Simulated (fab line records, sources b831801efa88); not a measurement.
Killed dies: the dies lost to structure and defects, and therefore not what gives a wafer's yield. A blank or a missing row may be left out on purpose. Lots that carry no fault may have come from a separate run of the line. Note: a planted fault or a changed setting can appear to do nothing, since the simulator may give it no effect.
A lot that was struck, set against a sound lot | flow sky130 | 16 out of 708 route steps
Sound: the wafers L694.2, L694.3, L694.6. Wafers L702.2, L702.3, L702.4 were the ones struck. The cause is named last.
Each step with rows lists, per side, the tool, then ch with its chambers, then its first start. Under that, the readings that differ: sound wafers | struck wafers | difference of the means | sigmas: that difference in standard deviations of wafers without a fault.
alike: a reading whose means differ by less than 2 such deviations, as well as words and numbers matching on both sides. not compared: withheld readings; readings where some wafer has no value; bounds like >300 that might hide an equal value; numbers whose values overlap and for which the record gives no deviation.
Wherever a step has rows on one side only, a row that says differs or no value, or a row with sigmas, the two part there. Numbers that have no deviation but don't overlap get no sigmas and don't part them. A reading missing from all wafers of one side parts the sides only when that side holds two or more wafers.

SKY_CAP2M_THK_MEAS_01:
  sound on film metro-03 at day 42 01:34; struck on film metro-04 at day 43 22:26
  alike: CAP2M_CVD_00_THK
SKY_CAP2M_SPUTTER_02: material TiN, target thk 200 nm, time 166.7 s.
  sound on pvd sputter-01 at day 42 01:37; struck on pvd sputter-04 at day 43 22:29
  alike: throttle valve pct
SKY_CAP2M_RS_MEAS_03: measures by four-point-probe.
  sound on film metro-04 at day 42 01:45; struck on film metro-01 at day 43 22:37
  alike: CAP2M_TIN_RS
SKY_CAP2M_THK_MEAS_04: measures by xrf.
  sound on film metro-04 at day 42 01:52; struck on film metro-01 at day 43 22:43
  alike: CAP2M_TIN_THK
then, 7 steps without rows for these wafers: SKY_CAP2M_DEHYDRATE_05 (time 60 s); SKY_CAP2M_HMDS_06 (prime time 60 s); SKY_CAP2M_COAT_07 (resist thk 1140 nm); SKY_CAP2M_SOFTBAKE_08 (time 60 s); SKY_CAP2M_EXPOSE_09 (exposes mask CAP2M, target cd 1000 nm); SKY_CAP2M_PEB_10; SKY_CAP2M_DEVELOP_11 (develop time 60 s).
SKY_CAP2M_OVL_MEAS_12:
  sound on overlay-02 at day 43 01:15; struck on overlay-02 at day 44 20:22
  alike: CAP2M_OVL
SKY_CAP2M_METAL_ETCH_13: etches TiN in Cl2/BCl3, stops on SiO2, target depth 220 nm, time 62.9 s.
  sound on rie metal-04 ch 0, day 43 01:17; struck on rie metal-02 ch 0,1, day 44 20:24
  reading                           | sound             | struck            | difference | sigmas
  bias w (W)                        | 48.75 48.68 48.75 | 40.22 40.19 40.51 | -8.42      | -53
  model.etch.depth nm (nm)          | 203.9 199.6 199.6 | 198 196.6 199.3   | -3         |
  model.CAP2M.feature depth nm (nm) | 203.9 199.6 199.6 | 198 196.6 199.3   | -3         |
  alike: chamber pressure mTorr, drypump motor current A, oes product au, throttle valve pct
  not compared: rf hours counter h, model.NOVOLAK_of_CAP2M_COAT_07.thk nm
SKY_CAP2M_STRIP_14: strips in O2/N2.
  sound on plasma asher-03 ch 0,1, day 43 01:22; struck on plasma asher-01 ch 0,1, day 44 20:28
  alike: chamber pressure mTorr, drypump motor current A, n2 flow sccm, oes product au, strip time to endpoint s
  not compared: rf hours counter h
then, 1 step without rows for these wafers: SKY_CAP2M_STRIP_15 (strips in post etch residue remover, time 1200 s).
-- the record jumps here: 4 days lie between the struck wafers' starts before and after (it left off in module CAP2M and takes up again in module PAD_OPEN, whose first step shown is number 708 of the route) --
SKY_PAD_OPEN_PROBE_99:
  sound on prober-02 at day 47 19:58; struck on prober-02 at day 49 07:17
  reading                               | sound                | struck              | difference | sigmas
  model.etest.tester.sort n pass        | 411 395 399          | 321 359 374         | -50        |
  model.etest.via4 chain.rc ohm         | 0.7708 0.7755 0.8059 | 1.237 0.9684 0.8618 | +0.238     |
  model.etest.tester.sort yield pct (%) | 83.54 80.28 81.1     | 65.24 72.97 76.02   | -10.23     |
  model.etest.tester.sort_bin_5_pct (%) | 8.943 12.4 11.79     | 25.81 18.9 14.63    | +8.74      |
  model.etest.cap mim2.leak log10 a cm2 | -8.934 -9.381 -8.975 | -4.691 -5.67 -8.233 | +2.899     |
  alike: defect limited yield, killed_at_M0_to_M3, killed_at_M4_up, killed at contacts, killed at front end, killed at other, killed dies, killed open, killed short, model.etest.tester.sort_bin_4_pct
  not compared: model.etest.tester.sort_bin_8_pct

## WHERE THEY PART
Only at SKY_CAP2M_METAL_ETCH_13, within this record. Later steps at which nothing parts them and some readings are alike: SKY_CAP2M_STRIP_14, SKY_PAD_OPEN_PROBE_99.

WHY: what had been put in by the simulator
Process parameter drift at SKY_CAP2M_METAL_ETCH_13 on rie metal-02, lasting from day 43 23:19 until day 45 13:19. A move of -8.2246 in setting bias w, from 48.5. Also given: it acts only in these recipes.
